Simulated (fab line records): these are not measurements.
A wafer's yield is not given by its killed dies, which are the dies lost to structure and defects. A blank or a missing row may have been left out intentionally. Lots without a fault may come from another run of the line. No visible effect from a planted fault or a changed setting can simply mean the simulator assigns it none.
Matching of chambers	flow gf180mcu	GF_V2_CMP_04 on cmp-02: 4 sister chambers
The step polishes SiO2. 8 wafers are shown with their chamber, then 10 later ones without.

== WAFERS, EACH WITH ITS CHAMBER ==
wafer	chamber	motor current A (A)	time to endpoint s (s)
L315.2	0	12.5	81
L317.6	3	12.7	89
L318.5	3	12.3	82
L323.1	1	13.8	80
L323.2	0	12.4	74
L323.3	2	14.0	79
L324.2	1	14.0	70
L324.3	2	14.2	86

== WAFERS WITH NO CHAMBER GIVEN ==
wafer	motor current A (A)	time to endpoint s (s)
L324.6	14.4	79
L331.1	12.4	71
L331.2	14.5	73
L331.4	12.3	83
L333.2	14.2	68
L333.4	13.7	76
L333.6	13.5	82
L334.1	11.9	82
L334.3	13.0	79
L334.4	14.0	84

== EACH ONE'S CHAMBER ==
wafer	from the rows above	in truth
L324.6	can't be placed: 2 or 1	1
L331.1	can't be placed: 0 or 3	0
L331.2	can't be placed: 2 or 1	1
L331.4	can't be placed: 3 or 0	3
L333.2	can't be placed: 1 or 2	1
L333.4	can't be placed: 1 or 2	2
L333.6	can't be placed: 1 or 2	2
L334.1	can't be placed: 0 or 3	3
L334.3	can't be placed: 3 or 0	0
L334.4	can't be placed: 2 or 1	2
0 of 10 placed correctly. These rows do not allow placing 10 (true chamber among the candidates in 10). 0 placed wrongly.
How it was worked out, from the rows above alone: a wafer's distance from a chamber is the root of the sum, over the readings, of the square of ((its reading less the chamber's mean) divided by the reading's scatter). The wafer belongs to the nearest chamber; if the next one is less than 2 further off, it can't be placed. A chamber's mean is the mean of its shown wafers. The scatter: take each reading less its chamber's mean, square it, sum over the shown wafers, divide by the number of wafers less the number of chambers, and take the root.
